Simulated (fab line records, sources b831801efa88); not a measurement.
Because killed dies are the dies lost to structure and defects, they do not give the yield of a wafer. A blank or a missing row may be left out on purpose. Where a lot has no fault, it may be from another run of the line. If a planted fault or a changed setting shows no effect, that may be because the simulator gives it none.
Which tool is to blame? || flow sfqLine || Sampling: 7 lots, 21 wafers, 3 of 325 route steps

## WHAT THE GAUGES SHOWED, per wafer
SFQ_I6_BOW_MEAS_941.
{"lot": "L751", "measured": "day 72 12:10", "on": "filmMetro-03", "I6_BOW (um)": "8 8 23"}
{"lot": "L756", "measured": "day 73 06:04", "on": "filmMetro-03", "I6_BOW (um)": "-4 1 3"}
{"lot": "L758", "measured": "day 73 19:22", "on": "filmMetro-02", "I6_BOW (um)": "-12 -2 -14"}
{"lot": "L760", "measured": "day 75 14:53", "on": "filmMetro-02", "I6_BOW (um)": "5 22 12"}
{"lot": "L763", "measured": "day 76 11:16", "on": "filmMetro-03", "I6_BOW (um)": "0 -12 3"}
{"lot": "L771", "measured": "day 78 07:05", "on": "filmMetro-03", "I6_BOW (um)": "-2 -4 3"}
{"lot": "L773", "measured": "day 78 13:05", "on": "filmMetro-02", "I6_BOW (um)": "12 7 15"}

## EACH LOT AND THE TOOL THAT RAN IT (in order: tool; ch and the chambers of the sampled wafers; start)
{"lot": "L751", "SFQ_TRILAYER_M5_BARC_OPEN_METAL_ETCH_161": "rieMetal-02 ch 0,1, day 57 19:23", "SFQ_TRILAYER_M6_BARC_OPEN_METAL_ETCH_206": "rieMetal-02 ch 0,1, day 72 08:05"}
{"lot": "L756", "SFQ_TRILAYER_M5_BARC_OPEN_METAL_ETCH_161": "rieMetal-02 ch 0,1, day 58 10:58", "SFQ_TRILAYER_M6_BARC_OPEN_METAL_ETCH_206": "rieMetal-02 ch 0, day 73 02:00"}
{"lot": "L758", "SFQ_TRILAYER_M5_BARC_OPEN_METAL_ETCH_161": "rieMetal-02 ch 0,1, day 58 18:10", "SFQ_TRILAYER_M6_BARC_OPEN_METAL_ETCH_206": "rieMetal-03 ch 0,1, day 73 15:19"}
{"lot": "L760", "SFQ_TRILAYER_M5_BARC_OPEN_METAL_ETCH_161": "rieMetal-01 ch 0,1, day 60 20:07", "SFQ_TRILAYER_M6_BARC_OPEN_METAL_ETCH_206": "rieMetal-02 ch 0,1, day 75 10:39"}
{"lot": "L763", "SFQ_TRILAYER_M5_BARC_OPEN_METAL_ETCH_161": "rieMetal-02 ch 0,1, day 61 03:19", "SFQ_TRILAYER_M6_BARC_OPEN_METAL_ETCH_206": "rieMetal-02 ch 0,1, day 76 02:30"}
{"lot": "L771", "SFQ_TRILAYER_M5_BARC_OPEN_METAL_ETCH_161": "rieMetal-03 ch 0,1, day 63 15:49", "SFQ_TRILAYER_M6_BARC_OPEN_METAL_ETCH_206": "rieMetal-02 ch 0,1, day 78 03:02"}
{"lot": "L773", "SFQ_TRILAYER_M5_BARC_OPEN_METAL_ETCH_161": "rieMetal-03 ch 1, day 64 02:25", "SFQ_TRILAYER_M6_BARC_OPEN_METAL_ETCH_206": "rieMetal-03 ch 0,1, day 78 09:02"}
- SFQ_TRILAYER_M5_BARC_OPEN_METAL_ETCH_161: etches BARC in O2, target depth 125 nm, time 41.7 s.
- SFQ_TRILAYER_M6_BARC_OPEN_METAL_ETCH_206: etches BARC in O2, target depth 125 nm, time 41.7 s.

## THE ANSWER, worked out from the rows above alone
Rule: the usual values come from the lots themselves. Put in order of their means at a reading, lots are off if they are a third of the lots or fewer, leave a main group of 4 or more, and stand apart from it by a gap of 3 or more times the standard deviation of the main group's means; of several such gaps the widest counts. A main group is skipped when, at the precision printed for the reading in the tables above, its means are all equal. A lot without any number at a reading at which 4 lots or more have one is off too. Where the step has rows for the other lots, those lots are counted as sound.
None of the lots is off at any reading shown; this tells nothing.

## WHAT HAD BEEN PUT IN BY THE SIMULATOR
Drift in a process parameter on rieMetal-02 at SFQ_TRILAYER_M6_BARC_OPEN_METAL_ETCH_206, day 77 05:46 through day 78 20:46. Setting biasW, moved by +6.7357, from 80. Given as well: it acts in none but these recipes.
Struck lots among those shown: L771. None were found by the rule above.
